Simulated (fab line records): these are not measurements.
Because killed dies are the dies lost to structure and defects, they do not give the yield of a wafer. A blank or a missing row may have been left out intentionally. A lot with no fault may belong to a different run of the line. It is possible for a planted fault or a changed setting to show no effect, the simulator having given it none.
fab line records | flow gf180mcu
[record] lots = 15 wafers = 39 last_day = 34
route steps=602 shown M2@377 V2@403 M3@414
lots with no fault: from the same line, run without faults
start_h: start of the lot's first displayed wafer, in hours after the record's first day | wait_h: how many hours have passed since the lot's step before this one | " unchanged from the row above | L1.1+2: a row that stands for several wafers | - no value, or no start given | * or withheld: withheld | < > ~ a bound
route shown NAME@n: NAME is a module with steps in the file, n the number in the route of the first one | usual: average and standard deviation across the fault-free wafers | same: alike in all rows | chamber/n: place in a boat | sites: per-site readings | _std_site: standard deviation of those values | _edge_site: the outer-site mean with the inner-site mean subtracted | radius_mm: for every site, how far away it sits from the centre of the wafer | mask NAME#n: copy n | behind: tool/chamber where the wafer was last shaped | hold: the reason the lot was held/the length of the hold in hours/how it ended | device: names the non-switching transistor (n, p or np) | end of line: the route-end tests of the same wafers | a step without rows: its recipe alone | killed: not the wafer's yield, but the dies lost to structure and defects at the first sort | map: a wafer's dies, x killed, . not, _ none there
set.NAME: the setting the step ran with; set.NAME@STEP: the setting that earlier step ran with | model.NAME: the simulator's own value behind a step, which no gauge read
route steps across a sampled set of lots; one table per step, one row per wafer
services: from which hour (start_h, from the record's first day; less than 0 if before it) a tool's chamber was out of use, for how many hours, and why
[[steps]]
[step GF_M2_OVL_MEAS_15]
[usual] M2_OVL = 2/6
// columns lot.wafer tool chamber start_h wait_h M2_OVL[nm]
L316.2 overlay-01 - 443.08 0.1 8
L316.3 " - " " -2
L316.4 " - " " 9
L317.1 overlay-02 - 453.01 0.1 -3
L317.4 " - " " -3
L317.5 " - " " -4
L319.1 overlay-02 - 472.17 0.1 10
L319.3 " - " " -1
L319.5 " - " " 7
L320.2 overlay-02 - 488.01 0.1 -9
L320.3 " - " " -5
L320.4 " - " " -7
L321.2 overlay-02 - 495.62 0.1 1
L321.3 " - " " -2
L321.4 " - " " 5
L323.1 overlay-02 - 513.92 0.1 13
L323.4 " - " " 8
L323.6 " - " " 0
L325.3 overlay-02 - 536.76 0.1 1
L325.4 " - " " 3
L325.6 " - " " -5
L327.2 overlay-02 - 543.66 0.1 2
L327.5 " - " " 8
L327.6 " - " " -1
L328.2 overlay-02 - 551.01 0.1 4
L328.5 " - " " 4
L328.6 " - " " 5
L330.2 overlay-02 - 567.71 0.1 -5
L330.4 " - " " 1
L330.6 " - " " 2
L332.4 overlay-01 - 577.68 0.1 9
L333.4 overlay-02 - 588.39 0.1 5
L334.1 overlay-01 - 599.52 0.1 7
L334.2 " - " " 18
L334.6 " - " " 10
L336.5 overlay-02 - 613.99 0.0 -3
L337.1 overlay-02 - 623.48 0.1 -1
L337.3 " - " " 1
L337.4 " - " " 2
[step GF_V2_SPUTTER_21]
[recipe] material = Ti target_thk_nm = 15 chamber_pressure_pa = 5 power_w = 2500 substrate_temp_c = 200 time_s = 80.02
[usual] throttle_valve_pct = 29.8/0.71
// columns lot.wafer tool chamber start_h wait_h throttle_valve_pct
L316.2 pvd_sputter-03 - 469.16 0.0 29.2
L316.3 " - " " 29.3
L316.4 " - " " 30.0
L317.1 pvd_sputter-04 - 478.90 0.0 29.2
L317.4 " - " " 29.4
L317.5 " - " " 29.5
L319.1 pvd_sputter-01 - 498.70 0.0 31.5
L319.3 " - " " 30.2
L319.5 " - " " 31.4
L320.2 pvd_sputter-03 - 513.93 0.0 29.1
L320.3 " - " " 29.1
L320.4 " - " " 29.2
L321.2 pvd_sputter-03 - 521.22 0.0 29.3
L321.3 " - " " 30.1
L321.4 " - " " 29.1
L323.1 pvd_sputter-04 - 539.10 0.0 29.3
L323.4 " - " " 29.7
L323.6 " - " " 29.7
L325.3 pvd_sputter-03 - 561.57 0.0 29.3
L325.4 " - " " 29.1
L325.6 " - " " 29.1
L327.2 pvd_sputter-04 - 568.12 0.0 30.2
L327.5 " - " " 29.4
L327.6 " - " " 29.2
L328.2 pvd_sputter-03 - 574.50 0.0 28.9
L328.5 " - " " 30.2
L328.6 " - " " 28.8
L330.2 pvd_sputter-04 - 592.30 0.0 29.8
L330.4 " - " " 29.9
L330.6 " - " " 29.5
L332.4 pvd_sputter-03 - 601.58 0.0 30.2
L333.4 pvd_sputter-04 - 611.67 0.0 29.3
L334.1 pvd_sputter-04 - 621.71 0.0 29.7
L334.2 " - " " 29.1
L334.6 " - " " 30.0
L336.5 pvd_sputter-03 - 636.69 0.0 29.2
L337.1 pvd_sputter-01 - 645.60 0.0 30.2
L337.3 " - " " 30.3
L337.4 " - " " 30.2
[step GF_M3_RS_MEAS_05]
[recipe] thk_meas_gauge = four-point-probe reads = TiN_of_M3_SPUTTER_04+Ti_of_M3_SPUTTER_03+AlCu_of_M3_SPUTTER_02+TiN_of_M3_SPUTTER_01+Ti_of_M3_SPUTTER_00
[usual] M3_ALCU_RS = 0.0692/0.00068
// columns lot.wafer tool chamber start_h wait_h M3_ALCU_RS[ohm/sq]
L316.2 film_metro-02 - 470.09 0.0 0.0691
L316.3 " - " " 0.0702
L316.4 " - " " 0.0692
L317.1 film_metro-02 - 479.84 0.0 0.0686
L317.4 " - " " 0.0694
L317.5 " - " " 0.0699
L319.1 film_metro-04 - 499.61 0.0 0.0694
L319.3 " - " " 0.0695
L319.5 " - " " 0.0686
L320.2 film_metro-01 - 514.86 0.0 0.0691
L320.3 " - " " 0.0688
L320.4 " - " " 0.0699
L321.2 film_metro-04 - 522.15 0.0 0.0706
L321.3 " - " " 0.0699
L321.4 " - " " 0.0697
L323.1 film_metro-02 - 540.02 0.0 0.0706
L323.4 " - " " 0.0698
L323.6 " - " " 0.0688
L325.3 film_metro-04 - 562.53 0.1 0.0707
L325.4 " - " " 0.0707
L325.6 " - " " 0.0708
L327.2 film_metro-02 - 569.06 0.0 0.0679
L327.5 " - " " 0.0676
L327.6 " - " " 0.0684
L328.2 film_metro-04 - 575.44 0.0 0.0698
L328.5 " - " " 0.0693
L328.6 " - " " 0.0701
L330.2 film_metro-01 - 593.23 0.0 0.0689
L330.4 " - " " 0.0695
L330.6 " - " " 0.0687
L332.4 film_metro-02 - 602.53 0.1 0.0694
L333.4 film_metro-02 - 612.67 0.1 0.0693
L334.1 film_metro-04 - 622.62 0.0 0.0688
L334.2 " - " " 0.0690
L334.6 " - " " 0.0692
L336.5 film_metro-01 - 637.66 0.1 0.0702
L337.1 film_metro-01 - 646.51 0.0 0.0681
L337.3 " - " " 0.0686
L337.4 " - " " 0.0677
[step GF_M3_METAL_ETCH_16]
[recipe] chemistry = Cl2/BCl3 mask_material = KrF target_depth_nm = 750.8 stop_on = SiO2 pressure_mtorr = 8 icp_w = 800 bias_w = 140 Cl2_flow_sccm = 80 bcl3_flow_sccm = 40 time_s = 125.1
[usual] drypump_motor_current_A = 5.7/0.56 mfc_cl2_sccm = 80.02/0.22 oes_product_au = 0.990/0.0049 throttle_valve_pct = 28.230/0.0096
// columns lot.wafer tool chamber start_h wait_h drypump_motor_current_A mfc_cl2_sccm oes_product_au rf_hours_counter_h throttle_valve_pct
L316.2 rie_metal-03 0 493.79 0.0 6.2 80.17 0.995 0 28.200
L316.3 " 1 " " 6.3 79.97 0.995 - 28.230
L316.4 " 0 " " 6.2 80.11 0.997 - 28.252
L317.1 rie_metal-03 1 503.19 0.0 6.2 79.94 0.994 8 28.229
L317.4 " 0 " " 6.1 79.91 0.993 - 28.218
L317.5 " 1 " " 6.2 79.90 0.986 - 28.246
L319.1 rie_metal-04 0 522.94 0.0 4.9 79.95 0.984 11 28.221
L319.3 " 1 " " 5.7 80.23 0.991 - 28.224
L319.5 " 1 " " 5.7 80.19 0.983 - 28.220
L320.2 rie_metal-04 0 537.22 0.0 4.8 80.03 0.988 12 28.213
L320.3 " 1 " " 5.6 80.17 0.996 - 28.244
L320.4 " 0 " " 4.9 79.79 0.986 - 28.225
L321.2 rie_metal-02 1 545.24 0.0 6.0 79.66 0.989 9 28.234
L321.3 " 1 " " 6.0 79.89 0.985 - 28.237
L321.4 " 0 " " 4.8 80.18 0.987 - 28.230
L323.1 rie_metal-04 1 562.54 0.0 5.7 80.03 0.999 12 28.234
L323.4 " 0 " " 4.8 80.01 0.994 - 28.220
L323.6 " 1 " " 5.6 80.22 0.988 - 28.205
L325.3 rie_metal-04 1 584.46 0.1 5.6 80.57 0.996 - 28.213
L325.4 " 0 " " 4.9 80.55 0.987 - 28.228
L325.6 " 0 " " 4.9 80.06 0.982 - 28.219
L327.2 rie_metal-03 0 591.24 0.0 6.1 79.90 0.994 3 28.229
L327.5 " 1 " " 6.2 79.68 0.986 - 28.242
L327.6 " 0 " " 6.2 80.19 0.987 - 28.226
L328.2 rie_metal-04 1 596.84 0.0 5.6 80.05 0.985 14 28.225
L328.5 " 1 " " 5.7 79.99 0.992 - 28.228
L328.6 " 0 " " 4.8 79.73 0.985 - 28.244
L330.2 rie_metal-03 0 614.29 0.0 6.2 80.08 0.987 5 28.227
L330.4 " 0 " " 6.1 80.27 0.991 - 28.237
L330.6 " 0 " " 6.1 80.23 0.995 - 28.221
L332.4 rie_metal-03 1 623.21 0.1 6.2 79.63 0.877 - 28.333
L333.4 rie_metal-03 1 633.54 0.1 6.2 80.21 0.870 - 28.368
L334.1 rie_metal-04 0 642.87 0.0 4.8 80.07 0.987 1 28.234
L334.2 " 1 " " 5.6 80.05 0.988 17 28.234
L334.6 " 1 " " 5.6 79.98 0.988 - 28.234
L336.5 rie_metal-03 1 658.11 0.1 6.2 80.11 0.870 - 28.375
L337.1 rie_metal-02 1 665.79 0.0 6.0 79.96 0.985 11 28.234
L337.3 " 0 " " 4.8 79.78 0.996 - 28.233
L337.4 " 1 " " 6.0 80.21 0.989 - 28.233
[step GF_M3_STRIP_17]
[recipe] chemistry = O2/N2 power_w = 1400 pressure_mtorr = 1500 platen_temp_c = 250 o2_flow_sccm = 3000 n2_flow_sccm = 300 overash_fraction = 0.5
[usual] drypump_motor_current_A = 5.84/0.23 heater_power_w = 329/13 oes_product_au = 0.537/0.0043 strip_time_to_endpoint_s = 7.38/0.041
// columns lot.wafer tool chamber start_h wait_h drypump_motor_current_A heater_power_w oes_product_au rf_hours_counter_h strip_time_to_endpoint_s
L316.2 plasma_asher-04 1 493.92 0.1 5.59 338 0.542 7 7.30
L316.3 " 0 " " 5.70 322 0.530 - 7.30
L316.4 " 1 " " 5.59 329 0.539 - 7.30
L317.1 plasma_asher-04 1 503.32 0.1 5.61 337 0.539 8 7.42
L317.4 " 1 " " 5.61 337 0.526 - 7.37
L317.5 " 1 " " 5.62 330 0.536 - 7.43
L319.1 plasma_asher-03 1 523.07 0.1 6.16 335 0.544 91 7.40
L319.3 " 0 " " 5.81 313 0.543 - 7.40
L319.5 " 0 " " 5.83 320 0.540 - 7.41
L320.2 plasma_asher-04 0 537.35 0.1 5.71 328 0.536 11 7.43
L320.3 " 0 " " 5.71 321 0.539 - 7.42
L320.4 " 1 " " 5.62 340 0.544 - 7.46
L321.2 plasma_asher-03 1 545.37 0.1 6.16 331 0.542 93 7.37
L321.3 " 0 " " 5.85 311 0.536 - 7.42
L321.4 " 1 " " 6.15 339 0.534 - 7.40
L323.1 plasma_asher-04 0 562.67 0.1 5.71 318 0.538 14 7.39
L323.4 " 0 " " 5.69 324 0.534 - 7.38
L323.6 " 0 " " 5.70 318 0.538 - 7.37
L325.3 plasma_asher-03 0 584.58 0.1 5.83 321 0.538 - 7.32
L325.4 " 1 " " 6.18 337 0.536 - 7.39
L325.6 " 0 " " 5.83 324 0.536 - 7.40
L327.2 plasma_asher-03 1 591.37 0.1 6.17 333 0.542 98 7.38
L327.5 " 0 " " 5.84 340 0.536 - 7.38
L327.6 " 1 " " 6.19 331 0.543 - 7.38
L328.2 plasma_asher-02 0 596.97 0.1 5.59 337 0.537 80 7.31
L328.5 " 0 " " 5.60 347 0.535 - 7.37
L328.6 " 1 " " 6.08 321 0.537 - 7.42
L330.2 plasma_asher-03 0 614.42 0.1 5.85 313 0.538 101 7.32
L330.4 " 1 " " 6.18 336 0.531 - 7.36
L330.6 " 1 " " 6.21 342 0.530 - 7.36
L332.4 plasma_asher-02 0 623.33 0.1 5.59 345 0.562 - 8.01
L333.4 plasma_asher-03 0 633.66 0.1 5.81 332 0.562 - 8.05
L334.1 plasma_asher-04 1 643.00 0.1 5.61 320 0.530 22 7.39
L334.2 " 0 " " 5.69 317 0.535 22 7.35
L334.6 " 0 " " 5.69 325 0.532 - 7.35
L336.5 plasma_asher-02 0 658.22 0.1 5.60 341 0.559 - 8.08
L337.1 plasma_asher-02 1 665.92 0.1 6.03 310 0.541 87 7.34
L337.3 " 1 " " 6.05 311 0.540 - 7.37
L337.4 " 0 " " 5.60 351 0.539 - 7.37
[[services]]
// columns tool chamber start_h hours kind
pvd_sputter-03 - 451.74 9.8 repair
plasma_asher-04 - 468.38 1.9 repair
rie_metal-04 0 489.15 1.3 repair
rie_metal-03 - 513.53 0.5 repair
rie_metal-03 - 522.15 2.8 pm
rie_metal-02 - 526.20 1.2 repair
rie_metal-03 - 548.06 0.3 repair
plasma_asher-04 - 553.82 2.6 repair
rie_metal-02 - 564.70 72.9 repair
rie_metal-02 - 568.46 0.3 repair
pvd_sputter-04 - 571.17 1.8 repair
rie_metal-02 0 572.75 5.2 repair
plasma_asher-04 - 573.03 2.0 repair
rie_metal-04 - 610.42 0.4 repair
rie_metal-04 0 612.30 - clean
rie_metal-04 0 612.30 19.9 scheduled_down
rie_metal-04 0 612.30 19.9 vent_cycle
pvd_sputter-03 - 622.97 2.4 repair
pvd_sputter-04 - 627.72 9.0 repair
rie_metal-03 - 641.76 0.7 repair
rie_metal-04 1 648.89 12.4 repair
rie_metal-03 1 660.60 1.8 repair
rie_metal-04 1 661.31 - clean
rie_metal-04 1 661.31 15.8 scheduled_down
[[key]]
[first_sign] step = GF_M3_METAL_ETCH_16 reading = oes_product_au direction = down sigmas = 24 usual = 0.990 struck = 0.872
[effect] step = GF_M3_METAL_ETCH_16 reading = throttle_valve_pct direction = up sigmas = 13 usual = 28.230 struck = 28.359
[effect] step = GF_M3_STRIP_17 reading = strip_time_to_endpoint_s direction = up sigmas = 16 usual = * struck = *
met_at GF_M3_METAL_ETCH_16
struck_lots L332,L333,L336
struck_wafers L332.4,L333.4,L336.5
sort_left_out L332.4,L333.4,L336.5
tester_left_out L332,L333,L336
not_acting_at GF_M2_OVL_MEAS_15,GF_V2_SPUTTER_21,GF_M3_RS_MEAS_05
onset_between 591.24 623.21
[earlier_fault] kind = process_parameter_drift tool = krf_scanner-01 chamber = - onset_h = 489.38 steps = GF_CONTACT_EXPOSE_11 channel = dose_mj offset = 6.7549 shape = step acts_in = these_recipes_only stated = 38
[earlier_fault] kind = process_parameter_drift tool = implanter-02 chamber = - onset_h = 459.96 steps = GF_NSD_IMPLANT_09 channel = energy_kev offset = 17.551 shape = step end_h = 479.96 acts_in = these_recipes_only stated = 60
[fault] kind = process_parameter_drift tool = rie_metal-03 chamber = 1 onset_h = 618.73 steps = GF_M3_METAL_ETCH_16 channel = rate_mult offset = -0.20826 shape = step
// tester_left_out: of these lots the tester's yield and bins aren't shown, on N5 and GAA mostly nor the transistor test; their killed dies are dies lost to structure and defects alone, not to doping, threshold or leakage, so they don't give the yield
// sort_left_out: the simulated sort isn't trusted on such a fault, so these wafers' sort isn't shown, and their yield isn't known
